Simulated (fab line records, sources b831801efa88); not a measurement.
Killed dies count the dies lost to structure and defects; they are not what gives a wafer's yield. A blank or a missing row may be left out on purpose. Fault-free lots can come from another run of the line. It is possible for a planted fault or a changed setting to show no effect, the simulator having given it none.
A single fault, viewed from 2 desks -- flow gf180mcu -- every desk sees just its own numbers, and what lay behind them comes last

== THE METROLOGY DESK ==
What the gauges read, lot by lot, whatever tool the lot ran on: means of the sampled wafers that have a number. If a lot's mean is further than 4 standard deviations from the usual mean, the lot is out of limits and carries the mark OUT (the distance appears in the brackets).
Columns: A = V2_W_RS at GF_V2_RS_MEAS_24, usual 0.325 ohm/sq; B = V2_W_THK at GF_V2_THK_MEAS_25, usual 348 nm
lot,first seen here,A,B
L395,day 20 16:35,0.323,348
L398,day 21 13:35,0.325,340
L399,day 22 01:59,0.331,347
L401,day 22 19:10,0.327,337
L404,day 23 14:29,0.325,344
L405,day 23 22:57,0.327,346
L407,day 24 15:34,0.326,353
L411,day 25 20:50,0.325,344
L412,day 26 02:58,0.290 (-5.8) OUT,398 (+6.4) OUT
L413,day 26 08:15,0.314,356
L414,day 26 16:35,0.286 (-6.4) OUT,391 (+5.4) OUT
L415,day 27 00:09,0.320,358
L416,day 27 04:56,0.322,346
L418,day 27 20:46,0.313,356
Per this desk, out of limits: L412, L414; the first was L412, day 26 02:58 (V2_W_RS at GF_V2_RS_MEAS_24). L395, L398, L399, L401, L404, L405, L407, L411, L413, L415, L416, L418: within limits.

== TOOL OWNER'S DESK, cvd_w-01 ==
The tool's own readings at GF_V2_CVD_23 (deposits W, target thk 350 nm, time 104.94 s): means of the sampled wafers that have a number, for each lot that ran on this tool. If a lot's mean is further than 4 standard deviations from the usual mean, the lot is out of limits and carries the mark OUT (the distance appears in the brackets).
Columns: A = chamber_pressure_Torr at GF_V2_CVD_23, usual 40.00 Torr; B = heater_power_w at GF_V2_CVD_23, usual 889 W
lot,first seen here,A,B
L395,day 20 16:29,39.96,926
L398,day 21 13:29,39.94,933
L399,day 22 01:53,40.01,933
L401,day 22 19:03,39.96,839
L405,day 23 22:49,39.84,875
L407,day 24 15:25,40.13,866
L412,day 26 02:51,51.73 (+99 or more) OUT,859
L414,day 26 16:28,51.66 (+99 or more) OUT,943
This desk finds L412, L414 out of limits, L412 being first, at day 26 02:51 (chamber_pressure_Torr at GF_V2_CVD_23). L395, L398, L399, L401, L405, L407: within limits.

== PUT TOGETHER ==
The tool owner's desk could have raised an alarm at day 26 02:51, on L412, L414.
Metrology desk: alarm possible at day 26 02:58 on L412, L414.
GF_V2_CVD_23 was run on cvd_w-01 by each of the lots named.

== WHAT WAS PUT IN BY THE SIMULATOR ==
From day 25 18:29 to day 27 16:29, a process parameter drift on cvd_w-01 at GF_V2_CVD_23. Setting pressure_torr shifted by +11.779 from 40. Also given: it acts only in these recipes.
Struck lots among those shown: L412, L414.
Counting hours from when the fault started, the first reading out of limits came at 8 for the tool owner's desk and at 8 for the metrology desk.
